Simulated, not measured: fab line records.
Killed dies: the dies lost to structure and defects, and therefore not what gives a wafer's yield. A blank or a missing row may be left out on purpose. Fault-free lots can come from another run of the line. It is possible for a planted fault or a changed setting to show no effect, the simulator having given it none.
One fault through the eyes of 2 desks | flow sky130 | each desk has only its own numbers; what lay behind them comes last

## TOOL OWNER'S DESK, plasma_asher-03
The tool's own readings at SKY_VIA2_STRIP_16 (strips in O2/N2): means of the sampled wafers that have a number, for each lot that ran on this tool. The brackets show how far a lot's mean lies from the usual mean; more than 4 standard deviations puts the lot out of limits, marked OUT.
Columns: A = chamber_pressure_mTorr at SKY_VIA2_STRIP_16, usual 1499.9 mTorr; B = drypump_motor_current_A at SKY_VIA2_STRIP_16, usual 5.6 A; C = oes_product_au at SKY_VIA2_STRIP_16, usual 0.399 a.u.; D = strip_time_to_endpoint_s at SKY_VIA2_STRIP_16, usual 4.064 s
lot  | first seen here | A      | B   | C     | D
L282 | day 35 18:03    | 1499.7 | 6.0 | 0.401 | 4.057
L284 | day 36 12:05    | 1500.0 | 6.0 | 0.404 | 4.053
L285 | day 36 22:19    | 1500.0 | 6.0 | 0.398 | 4.082
L289 | day 38 11:16    | 1499.5 | 5.9 | 0.396 | 4.057
L290 | day 38 13:32    | 1500.5 | 5.9 | 0.398 | 4.074
L305 | day 42 20:57    | 1499.9 | 6.0 | 0.398 | 4.061
This desk's verdict: no lot among the 6 shows anything out of limits.

## THE METROLOGY DESK
Means of the sampled wafers that have a number, per lot and without regard to the tool the lot ran on: this is what the gauges read. The brackets show how far a lot's mean lies from the usual mean; more than 4 standard deviations puts the lot out of limits, marked OUT.
Columns: A = PAD_OPEN_BOW at SKY_PAD_OPEN_BOW_MEAS_13, usual 49 um
lot  | first seen here | A
L282 | day 45 06:19    | 45
L284 | day 45 21:58    | 50
L285 | day 46 03:54    | 35
L286 | day 47 02:24    | 44
L289 | day 47 08:49    | 40
L290 | day 47 12:35    | 37
L295 | day 48 19:32    | 59
L300 | day 49 17:17    | 54
L302 | day 50 04:50    | 39
L303 | day 50 11:19    | 52
L305 | day 50 15:39    | 53
This desk's verdict: no lot among the 11 shows anything out of limits.

## BROUGHT TOGETHER
Nothing out of limits was seen by the tool owner's desk.
Metrology desk: nothing out of limits seen.

## WHAT THE SIMULATOR HAD INSERTED
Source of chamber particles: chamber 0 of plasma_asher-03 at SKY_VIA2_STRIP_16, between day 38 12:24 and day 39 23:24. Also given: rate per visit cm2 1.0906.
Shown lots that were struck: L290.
